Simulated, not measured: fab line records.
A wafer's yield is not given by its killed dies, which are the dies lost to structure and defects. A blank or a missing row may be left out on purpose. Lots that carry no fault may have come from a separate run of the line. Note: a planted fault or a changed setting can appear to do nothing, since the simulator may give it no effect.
What tool caused it? + flow sky130 + route of 708 steps, sampled at 1 step: 11 lots, 33 wafers

== WHAT THE GAUGES READ, wafer by wafer ==
SKY_VIA2_BOW_MEAS_03.
| lot  | measured     | on            | VIA2_BOW (um) |
|------|--------------|---------------|---------------|
| L191 | day 35 20:46 | film-metro-02 | 97 92 95      |
| L192 | day 36 13:14 | film-metro-02 | 99 98 95      |
| L194 | day 36 21:14 | film-metro-02 | 89 80 91      |
| L195 | day 37 02:37 | film-metro-02 | 90 95 81      |
| L196 | day 37 13:53 | film-metro-02 | 79 86 83      |
| L197 | day 37 16:41 | film-metro-02 | 80 84 94      |
| L203 | day 39 23:35 | film-metro-01 | 88 86 79      |
| L205 | day 40 04:01 | film-metro-04 | 75 69 76      |
| L206 | day 40 15:52 | film-metro-02 | 97 77 96      |
| L209 | day 41 10:16 | film-metro-01 | 100 92 73     |
| L212 | day 42 07:58 | film-metro-02 | 85 92 93      |

== TOOL THAT RAN EACH LOT (tool first, then ch and the chambers of the sampled wafers, then the start) ==
Record: no process step prior to these readings.

== THE ANSWER, worked out from the rows above alone ==
Rule: the lots themselves supply what counts as usual. The widest of any qualifying gaps counts: lots, ordered by their means at a reading, are off when they make up no more than a third of the lots, leave a main group of 4 or more, and stand apart from it by 3 or more times the standard deviation of that group's means. A main group is skipped when, at the precision printed for the reading in the tables above, its means are all equal. A lot without any number at a reading at which 4 lots or more have one is off too. Where the step has rows for the other lots, those lots are counted as sound.
No lot is off at any reading shown: from this, nothing can be told.

== WHAT THE SIMULATOR HAD INSERTED ==
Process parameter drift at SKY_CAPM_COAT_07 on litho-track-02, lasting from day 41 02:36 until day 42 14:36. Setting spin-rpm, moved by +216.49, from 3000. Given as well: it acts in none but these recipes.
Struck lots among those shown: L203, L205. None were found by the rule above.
